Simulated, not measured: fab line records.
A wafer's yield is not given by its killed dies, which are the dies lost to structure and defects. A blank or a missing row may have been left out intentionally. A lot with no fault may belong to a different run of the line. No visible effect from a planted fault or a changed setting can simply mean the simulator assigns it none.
2 desks looking at one fault / flow gf180mcu / each desk holds nothing but its own numbers, with what lay behind them at the end

FROM THE METROLOGY DESK
Means of the sampled wafers that have a number, per lot and without regard to the tool the lot ran on: this is what the gauges read. If a lot's mean is further than 4 standard deviations from the usual mean, the lot is out of limits and carries the mark OUT (the distance appears in the brackets).
Columns: A = M3_ALCU_THK at GF_M3_THK_MEAS_06, usual 462 nm; B = cd-nm at GF_M4_CD_MEAS_14, usual 280.1 nm; C = V4_W_THK at GF_V4_THK_MEAS_25, usual 358 nm
lot=L572; first seen here=day 20 02:26; A=459; B=279.4; C=361
lot=L573; first seen here=day 20 06:52; A=470; B=279.3; C=366
lot=L574; first seen here=day 20 19:35; A=455; B=280.4; C=360
lot=L575; first seen here=day 21 07:13; A=471; B=278.2; C=350
lot=L576; first seen here=day 21 16:12; A=454; B=277.7; C=358
lot=L581; first seen here=day 23 19:44; A=461; B=279.6; C=362
lot=L582; first seen here=day 24 05:42; A=457; B=280.6; C=368
lot=L583; first seen here=day 24 14:55; A=456; B=281.0; C=348
lot=L588; first seen here=day 26 03:44; A=462; B=281.1; C=358
lot=L590; first seen here=day 26 20:34; A=464; B=281.6; C=364
lot=L593; first seen here=day 27 20:19; A=461; B=279.4; C=361
lot=L594; first seen here=day 27 22:55; A=458; B=281.6; C=360
lot=L595; first seen here=day 28 04:13; A=460; B=279.7; C=359
Finding of this desk: none of the 13 lots has anything out of limits.

THE TOOL OWNER'S DESK: litho-track-03
Per lot that ran on this tool, the mean of the sampled wafers carrying a number, from the tool's own readings at GF_V4_SOFTBAKE_10 (time 60 s). If a lot's mean is further than 4 standard deviations from the usual mean, the lot is out of limits and carries the mark OUT (the distance appears in the brackets).
Columns: A = chill-plate-temp-C at GF_V4_SOFTBAKE_10, usual 23.01 C; B = run-length-s at GF_V4_SOFTBAKE_10, usual 89.19 s
lot=L572; first seen here=day 23 15:00; A=23.05; B=89.18
lot=L575; first seen here=day 24 18:00; A=23.11; B=89.18
lot=L581; first seen here=day 27 03:00; A=22.91; B=90.66 (+7.7) OUT
lot=L582; first seen here=day 27 11:00; A=23.09; B=90.56 (+7.2) OUT
lot=L583; first seen here=day 27 19:00; A=23.08; B=92.10 (+15) OUT
lot=L593; first seen here=day 30 18:00; A=22.99; B=89.09
lot=L594; first seen here=day 30 20:00; A=23.12; B=89.01
This desk's verdict: out of limits on L581, L582, L583, starting with L581 at day 27 03:00 (run-length-s at GF_V4_SOFTBAKE_10). Within limits: L572, L575, L593, L594.

ALL TOGETHER
The tool owner's desk could have raised an alarm at day 27 03:00, on L581, L582, L583.
Metrology desk: nothing out of limits seen.
The metrology desk holds a record of L581, L582, L583, inside its limits.
All the named lots went through GF_V4_SOFTBAKE_10 on litho-track-03.

WHAT WAS PUT IN BY THE SIMULATOR
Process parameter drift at GF_V4_SOFTBAKE_10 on litho-track-03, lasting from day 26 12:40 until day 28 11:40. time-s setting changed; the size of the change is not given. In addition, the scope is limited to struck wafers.
Struck lots among those shown: L581, L582, L583.
How many hours passed from the start of the fault until each desk's first out-of-limits reading: the tool owner's desk, 14.
